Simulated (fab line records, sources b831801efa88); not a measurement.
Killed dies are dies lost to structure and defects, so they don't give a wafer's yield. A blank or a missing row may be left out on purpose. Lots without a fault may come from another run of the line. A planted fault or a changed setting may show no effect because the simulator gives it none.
fab line records | flow gf180mcu
record lots=13 wafers=39 last_day=34
route steps=602 shown PSD@261 NSD@262 M4@456 V4@478
lots that met no fault: from a run of the same line without faults
start_h: hours from the record's first day to the start of the lot's first wafer shown | wait_h: hours since the lot's step before | " the same as in the row above | L1.1+2: a row that stands for several wafers | - no value, or no start given | * or withheld: withheld | < > ~ a bound
route shown NAME@n: a module of which the file shows steps, and the number in the route of the first | usual: mean/standard deviation of fault-free wafers | same: alike in all rows | chamber/n: place in a boat | sites: the reading at each site | _std_site: their standard deviation | _edge_site: outer sites' mean less inner sites' | radius_mm: how far each site lies from the wafer's centre | mask NAME#n: copy n | behind: the tool/chamber that last shaped the wafer | hold: why the lot was held/for how many hours/how that ended | device: the transistor (n, p or np) that didn't switch | end of line: the same wafers' tests at the end of the route | a step without rows: its recipe alone | killed: dies lost to structure and defects at the first sort, not the wafer's yield | map: a wafer's dies, x killed, . not, _ none there
set.NAME: the setting as run; set.NAME@STEP: as run at that earlier step | model.NAME: the simulator's own value behind a step, which no gauge read
steps of the route over a sample of lots; a table a step, a row a wafer
services: from which hour (start_h, from the record's first day; less than 0 if before it) a tool's chamber was out of use, for how many hours, and why
## steps
# step GF_PSD_RTA_13
# recipe temp_c=1025 time_s=20 ambient=N2
# usual lamp_power_pct=35.2/0.33 wafer_temp_C_max=1028.2/1.2
# columns lot.wafer tool chamber start_h wait_h lamp_power_pct wafer_temp_C_max
L827.2 rtp_anneal-02 0 315.42 0.0 35.5 1027.0
L827.4 " 0 " " 35.5 1027.3
L827.5 " 0 " " 35.5 1027.2
L829.3 rtp_anneal-02 0 332.74 0.0 35.5 1027.1
L829.4 " 0 " " 35.5 1028.3
L829.5 " 0 " " 35.5 1027.3
L830.3 rtp_anneal-02 0 341.93 0.0 35.5 1027.7
L830.4 " 0 " " 35.5 1026.0
L830.6 " 0 " " 35.5 1027.8
L831.2 rtp_anneal-01 0 346.45 0.0 34.9 1029.0
L831.3 " 0 " " 34.8 1028.9
L831.6 " 0 " " 34.8 1028.9
L832.3 rtp_anneal-01 0 360.31 0.0 34.8 1028.2
L832.5 " 0 " " 34.8 1029.6
L832.6 " 0 " " 34.8 1030.2
L834.1 rtp_anneal-02 0 378.03 0.0 35.5 1026.8
L834.3 " 0 " " 35.5 1027.5
L834.6 " 0 " " 35.5 1027.0
L842.4 rtp_anneal-02 0 453.53 0.0 35.5 1027.5
L842.5 " 0 " " 35.6 1028.8
L842.6 " 0 " " 35.5 1027.8
L843.1 rtp_anneal-02 0 461.01 0.0 36.2 1034.3
L843.3 " 0 " " 36.2 1034.4
L843.6 " 0 " " 36.1 1034.8
L844.1 rtp_anneal-02 0 467.46 0.0 36.2 1035.8
L844.3 " 0 " " 36.2 1034.9
L844.4 " 0 " " 36.2 1034.8
L845.1 rtp_anneal-01 0 473.81 0.0 34.8 1028.9
L845.4 " 0 " " 34.8 1030.2
L845.5 " 0 " " 34.8 1028.9
L846.1 rtp_anneal-02 0 480.96 0.0 36.2 1034.5
L846.2 " 0 " " 36.2 1034.9
L846.3 " 0 " " 36.2 1035.1
L847.1 rtp_anneal-01 0 491.01 0.0 34.8 1027.9
L847.2 " 0 " " 34.9 1028.8
L847.4 " 0 " " 34.8 1028.2
L850.4 rtp_anneal-01 0 509.17 0.0 34.8 1027.8
L850.5 " 0 " " 34.8 1030.3
L850.6 " 0 " " 34.8 1029.2
# step GF_PSD_RS_MEAS_14
# recipe thk_meas_gauge=four-point-probe
# usual NSD_RS=46.14/0.09
# columns lot.wafer tool chamber start_h wait_h NSD_RS[ohm/sq]
L827.2 film_metro-02 - 315.51 0.1 46.16
L827.4 " - " " 46.21
L827.5 " - " " 46.21
L829.3 film_metro-01 - 332.84 0.1 46.06
L829.4 " - " " 46.01
L829.5 " - " " 46.05
L830.3 film_metro-04 - 342.03 0.1 46.13
L830.4 " - " " 46.05
L830.6 " - " " 46.12
L831.2 film_metro-01 - 346.54 0.1 46.03
L831.3 " - " " 46.01
L831.6 " - " " 46.00
L832.3 film_metro-04 - 360.40 0.1 46.09
L832.5 " - " " 46.17
L832.6 " - " " 46.14
L834.1 film_metro-04 - 378.11 0.1 46.09
L834.3 " - " " 46.10
L834.6 " - " " 45.90
L842.4 film_metro-04 - 453.63 0.1 46.19
L842.5 " - " " 46.22
L842.6 " - " " 46.22
L843.1 film_metro-02 - 461.11 0.1 45.31
L843.3 " - " " 45.19
L843.6 " - " " 45.11
L844.1 film_metro-02 - 467.54 0.1 45.18
L844.3 " - " " 45.17
L844.4 " - " " 45.20
L845.1 film_metro-02 - 473.89 0.1 46.28
L845.4 " - " " 46.15
L845.5 " - " " 46.28
L846.1 film_metro-02 - 481.05 0.1 45.24
L846.2 " - " " 45.18
L846.3 " - " " 45.17
L847.1 film_metro-04 - 491.10 0.1 46.19
L847.2 " - " " 46.00
L847.4 " - " " 46.10
L850.4 film_metro-01 - 509.27 0.1 46.03
L850.5 " - " " 46.05
L850.6 " - " " 46.10
# step GF_PSD_RS_MEAS_15
# recipe thk_meas_gauge=four-point-probe
# usual PSD_RS=108.53/0.25
# columns lot.wafer tool chamber start_h wait_h PSD_RS[ohm/sq]
L827.2 film_metro-02 - 315.63 0.1 108.46
L827.4 " - " " 108.91
L827.5 " - " " 108.93
L829.3 film_metro-01 - 332.96 0.1 108.18
L829.4 " - " " 108.11
L829.5 " - " " 108.41
L830.3 film_metro-04 - 342.15 0.1 108.73
L830.4 " - " " 108.70
L830.6 " - " " 108.77
L831.2 film_metro-01 - 346.66 0.1 108.38
L831.3 " - " " 108.27
L831.6 " - " " 108.09
L832.3 film_metro-04 - 360.52 0.1 108.28
L832.5 " - " " 108.63
L832.6 " - " " 108.59
L834.1 film_metro-04 - 378.23 0.1 108.47
L834.3 " - " " 108.37
L834.6 " - " " 108.37
L842.4 film_metro-04 - 453.75 0.1 108.38
L842.5 " - " " 108.79
L842.6 " - " " 108.51
L843.1 film_metro-02 - 461.23 0.1 104.81
L843.3 " - " " 104.71
L843.6 " - " " 104.47
L844.1 film_metro-02 - 467.66 0.1 104.95
L844.3 " - " " 104.58
L844.4 " - " " 104.47
L845.1 film_metro-02 - 474.01 0.1 108.83
L845.4 " - " " 108.48
L845.5 " - " " 108.47
L846.1 film_metro-02 - 481.17 0.1 104.90
L846.2 " - " " 104.99
L846.3 " - " " 104.87
L847.1 film_metro-04 - 491.22 0.1 108.27
L847.2 " - " " 108.12
L847.4 " - " " 108.17
L850.4 film_metro-01 - 509.39 0.1 108.82
L850.5 " - " " 108.38
L850.6 " - " " 108.75
# step GF_M4_SPUTTER_00
# recipe material=Ti target_thk_nm=37.5 arriving_ion_energy_ev=80 substrate_temp_c=200 chamber_pressure_pa=2 power_w=4000 time_s=150
# usual throttle_valve_pct=29.6/1
# columns lot.wafer tool chamber start_h wait_h throttle_valve_pct
L827.2 pvd_sputter-02 - 510.95 0.2 30.2
L827.4 " - " " 29.1
L827.5 " - " " 30.6
L829.3 pvd_sputter-01 - 530.63 0.2 31.2
L829.4 " - " " 28.1
L829.5 " - " " 28.5
L830.3 pvd_sputter-04 - 541.01 0.1 29.2
L830.4 " - " " 29.1
L830.6 " - " " 29.1
L831.2 pvd_sputter-04 - 544.79 0.2 31.1
L831.3 " - " " 29.1
L831.6 " - " " 31.2
L832.3 pvd_sputter-04 - 558.29 0.2 30.8
L832.5 " - " " 29.8
L832.6 " - " " 29.1
L834.1 pvd_sputter-02 - 576.97 0.1 28.9
L834.3 " - " " 30.7
L834.6 " - " " 28.1
L842.4 pvd_sputter-04 - 640.49 0.2 30.0
L842.5 " - " " 29.1
L842.6 " - " " 31.0
L843.1 pvd_sputter-01 - 651.54 0.1 31.2
L843.3 " - " " 29.5
L843.6 " - " " 31.1
L844.1 pvd_sputter-02 - 654.55 0.2 29.0
L844.3 " - " " 28.1
L844.4 " - " " 30.5
L845.1 pvd_sputter-04 - 661.02 0.2 30.0
L845.4 " - " " 29.0
L845.5 " - " " 28.9
L846.1 pvd_sputter-04 - 666.13 0.1 29.8
L846.2 " - " " 29.3
L846.3 " - " " 29.0
L847.1 pvd_sputter-04 - 673.86 0.2 28.6
L847.2 " - " " 29.3
L847.4 " - " " 30.9
L850.4 pvd_sputter-02 - 687.18 0.2 28.9
L850.5 " - " " 30.6
L850.6 " - " " 30.4
# step GF_V4_CVD_02
# recipe material=SiO2 target_thk_nm=850 precursor=TEOS temp_c=400 time_s=94.851 rf_w=600
# usual heater_power_w=691/85
# columns lot.wafer tool chamber start_h wait_h heater_power_w
L827.2 pecvd-04 2 534.84 0.0 819
L827.4 " 2 " " 651
L827.5 " 0 " " 567
L829.3 pecvd-04 2 554.25 0.0 693
L829.4 " 2 " " 780
L829.5 " 0 " " 567
L830.3 pecvd-01 2 564.19 0.0 552
L830.4 " 2 " " 612
L830.6 " 1 " " 601
L831.2 pecvd-01 2 567.95 0.0 622
L831.3 " 0 " " 759
L831.6 " 0 " " 821
L832.3 pecvd-01 0 580.45 0.0 791
L832.5 " 1 " " 744
L832.6 " 2 " " 613
L834.1 pecvd-01 2 598.68 0.1 627
L834.3 " 0 " " 767
L834.6 " 2 " " 665
L842.4 pecvd-04 1 661.89 0.1 705
L842.5 " 2 " " 798
L842.6 " 0 " " 559
L843.1 pecvd-04 1 671.20 0.1 687
L843.3 " 0 " " 603
L843.6 " 2 " " 792
L844.1 pecvd-04 1 675.19 0.1 588
L844.3 " 2 " " 683
L844.4 " 2 " " 748
L845.1 pecvd-04 1 680.87 0.1 570
L845.4 " 1 " " 633
L845.5 " 2 " " 824
L846.1 pecvd-01 0 686.30 0.1 901
L846.2 " 2 " " 660
L846.3 " 1 " " 679
L847.1 pecvd-01 0 693.68 0.1 773
L847.2 " 1 " " 706
L847.4 " 0 " " 838
L850.4 pecvd-04 2 707.01 0.1 852
L850.5 " 0 " " 703
L850.6 " 1 " " 669
# step GF_V4_ETCH_17
# recipe chemistry=C4F8/O2/Ar mask_material=KrF target=SiO2 stop_on=TiN source_w=1500 bias_w=1200 pressure_mtorr=40 c4f8_flow_sccm=withheld O2_flow_sccm=6 Ar_flow_sccm=300 time_s=withheld target_depth_a=6300
# usual oes_product_au=0.856/0.0043
# columns lot.wafer tool chamber start_h wait_h oes_product_au
L827.2 rie_diel-01 2 - - 0.855
L827.4 " 3 " " 0.855
L827.5 " 0 " " 0.854
L829.3 rie_diel-03 2 - - 0.848
L829.4 " 3 " " 0.862
L829.5 " 0 " " 0.856
L830.3 rie_diel-01 1 - - 0.850
L830.4 " 2 " " 0.856
L830.6 " 2 " " 0.849
L831.2 rie_diel-02 1 - - 0.852
L831.3 " 2 " " 0.860
L831.6 " 3 " " 0.850
L832.3 rie_diel-01 3 - - 0.854
L832.5 " 3 " " 0.850
L832.6 " 2 " " 0.853
L834.1 rie_diel-02 1 - - 0.856
L834.3 " 3 " " 0.856
L834.6 " 1 " " 0.862
L842.4 rie_diel-02 2 - - 0.861
L842.5 " 2 " " 0.866
L842.6 " 3 " " 0.858
L843.1 rie_diel-03 0 - - 0.856
L843.3 " 2 " " 0.851
L843.6 " 3 " " 0.856
L844.1 rie_diel-03 0 - - 0.866
L844.3 " 2 " " 0.859
L844.4 " 3 " " 0.858
L845.1 rie_diel-03 2 - - 0.861
L845.4 " 1 " " 0.849
L845.5 " 3 " " 0.857
L846.1 rie_diel-02 2 - - 0.855
L846.2 " 1 " " 0.850
L846.3 " 0 " " 0.856
L847.1 rie_diel-01 1 - - 0.852
L847.2 " 2 " " 0.854
L847.4 " 3 " " 0.856
L850.4 rie_diel-03 2 - - 0.855
L850.5 " 2 " " 0.860
L850.6 " 1 " " 0.860
## services
# columns tool chamber start_h hours kind
pecvd-04 - 307.41 0.7 repair
rtp_anneal-01 - 309.73 33.9 pm
rie_diel-03 3 319.56 3.9 repair
rtp_anneal-02 - 343.60 5.7 pm
rie_diel-02 0 352.39 1.2 repair
pecvd-01 - 356.42 2.6 repair
rie_diel-01 1 366.64 1.5 repair
pecvd-01 - 368.88 14.0 pm
rie_diel-03 1 395.04 4.0 repair
rtp_anneal-01 - 416.46 44.9 pm
rie_diel-03 - 446.40 5.5 repair
rie_diel-03 0 478.42 18.0 repair
pecvd-04 0 488.93 7.1 repair
pecvd-01 - 504.22 4.7 repair
pvd_sputter-04 - 518.18 3.9 repair
pvd_sputter-04 - 527.09 1.4 repair
rie_diel-03 0 536.02 3.0 repair
pecvd-01 2 546.16 8.3 repair
pecvd-01 - 581.53 0.8 repair
pvd_sputter-04 - 657.40 3.5 repair
pecvd-04 - 685.88 2.8 pm
rie_diel-03 2 702.13 18.4 repair
rtp_anneal-02 - 703.65 1.3 pm
pecvd-04 2 718.91 10.8 repair
## key
first_sign step=GF_PSD_RTA_13 reading=wafer_temp_C_max direction=up sigmas=5.4 usual=* struck=*
effect step=GF_PSD_RTA_13 reading=lamp_power_pct direction=up sigmas=2.9 usual=35.2 struck=36.2
effect step=GF_PSD_RS_MEAS_14 reading=NSD_RS direction=down sigmas=11 usual=46.14 struck=45.19
effect step=GF_PSD_RS_MEAS_15 reading=PSD_RS direction=down sigmas=15 usual=108.53 struck=104.75
met_at GF_PSD_RTA_13
struck_lots L843,L844,L846
tester_left_out L843,L844,L846
not_acting_at GF_M4_SPUTTER_00,GF_V4_CVD_02,GF_V4_ETCH_17
onset_between 453.53 461.01
fault kind=process_parameter_drift tool=rtp_anneal-02 chamber=- onset_h=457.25 steps=GF_PSD_RTA_13 channel=temp_c offset=* shape=step end_h=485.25 acts_in=* stated=*
# tester_left_out: of these lots the tester's yield and bins aren't shown, on N5 and GAA mostly nor the transistor test; their killed dies are dies lost to structure and defects alone, not to doping, threshold or leakage, so they don't give the yield
